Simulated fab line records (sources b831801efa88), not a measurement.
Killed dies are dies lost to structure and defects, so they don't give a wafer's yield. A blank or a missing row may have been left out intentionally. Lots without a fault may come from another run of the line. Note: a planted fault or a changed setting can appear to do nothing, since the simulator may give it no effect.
Split-lot trial    flow sky130    route with 708 steps; 5 lots, 23 wafers read

THE SPLIT
At SKY_METAL3_SPUTTER_01 (material TiN, target thk 20 nm, time 16.7 s), the setting timeS was moved away from the recipe's 16.7 s on 6 of the 23 wafers read, by -7.2% to +13.0%. For the rest of the wafers, this setting stayed at what the recipe calls for.

The reading is taken at the split's own step.

THE READING
TiN_of_METAL3_SPUTTER_01.thkNm (the simulator's own value, which no gauge read), in nm, at SKY_METAL3_SPUTTER_01 (material TiN, target thk 20 nm, time 16.7 s). No usual value for it is given in the file. Average 20.07 nm, standard deviation 0.22 nm, over the 17 wafers here run with the recipe.

wafer   tool, chamber at the split  timeS as run, s  against the recipe  TiN_of_METAL3_SPUTTER_01.thkNm, nm  against lot-mates on the recipe
L076.1  pvdSputter-02, -            16.7             recipe              20.15                               -
L076.2  pvdSputter-02, -            16.7             recipe              20.02                               -
L076.3  pvdSputter-02, -            16.7             recipe              19.6                                -
L076.4  pvdSputter-02, -            16.7             recipe              20.12                               -
L076.5  pvdSputter-02, -            16.7             recipe              20.18                               -
L078.2  pvdSputter-04, -            16.7             recipe              19.81                               -
L078.5  pvdSputter-04, -            16.7             recipe              19.92                               -
L078.6  pvdSputter-04, -            16.7             recipe              19.74                               -
L079.2  pvdSputter-04, -            16.7             recipe              20.17                               -
L079.3  pvdSputter-04, -            16.7             recipe              20.07                               -
L079.4  pvdSputter-04, -            18.68            +11.9%              22.51                               +2.32
L079.5  pvdSputter-04, -            18.68            +11.9%              22.64                               +2.45
L079.6  pvdSputter-04, -            16.7             recipe              20.34                               -
L080.1  pvdSputter-02, -            18.87            +13.0%              22.75                               +2.37
L080.2  pvdSputter-02, -            16.7             recipe              20.37                               -
L080.3  pvdSputter-02, -            16.7             recipe              20.32                               -
L080.4  pvdSputter-02, -            16.7             recipe              20.44                               -
L080.5  pvdSputter-02, -            18.87            +13.0%              23                                  +2.62
L085.1  pvdSputter-02, -            16.7             recipe              19.95                               -
L085.2  pvdSputter-02, -            16.7             recipe              19.98                               -
L085.3  pvdSputter-02, -            15.49            -7.2%               18.46                               -1.53
L085.5  pvdSputter-02, -            16.7             recipe              20.05                               -
L085.6  pvdSputter-02, -            15.49            -7.2%               18.67                               -1.32

THE FIT
A straight line over all 23 wafers: TiN_of_METAL3_SPUTTER_01.thkNm changes by +0.213 nm for each +1% of timeS; r = +0.99; the points scatter about the line by 0.21 nm.
The same after taking each lot's own level away (the mean of its wafers on the recipe; 23 wafers): +0.196 nm for each +1%; r = +0.99; scatter 0.13 nm.
The reading moves by 2.6 nm for the largest change in timeS, on that fit.
The span of the lots' own levels, 19.823 to 20.377 nm, comes to 2.5 times the standard deviation stated above.
Hence the lot-to-lot level has little effect on the slope; both slopes agree.
Check: +2.61 nm against its lot-mates is what the line predicts for one of the wafers moved furthest among these (+13.0%) when that wafer is left out of the fit. It came out at +2.37 nm against them.

OTHER SPLITS ON THESE WAFERS
Note: prior to the reading, these wafers also went through further splits. Each is held against what the fit with the lots' levels taken away leaves over:
other split on the same wafers    wafers away from the commonest value  r with TiN_of_METAL3_SPUTTER_01.thkNm (lot level and that fit taken away)
SKY_VIA1_COAT_07 spinRpm          4                                     -0.12
SKY_VIA1_DEVELOP_11 developTimeS  9                                     +0.26
SKY_VIA1_CVD_21 pressureTorr      10                                    +0.01
SKY_METAL2_EXPOSE_12 doseMj       9                                     -0.02
SKY_METAL2_METAL_ETCH_19 icpW     7                                     +0.15
SKY_VIA2_CMP_02 leaveAboveRefNm   10                                    -0.25
SKY_VIA2_DEVELOP_11 devTempC      12                                    +0.14
SKY_VIA2_SPUTTER_20 powerW        4                                     -0.19

FILE'S OWN FIT
TiN_of_METAL3_SPUTTER_01.thkNm changes by +0.196 nm for each +1% of timeS, r = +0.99.
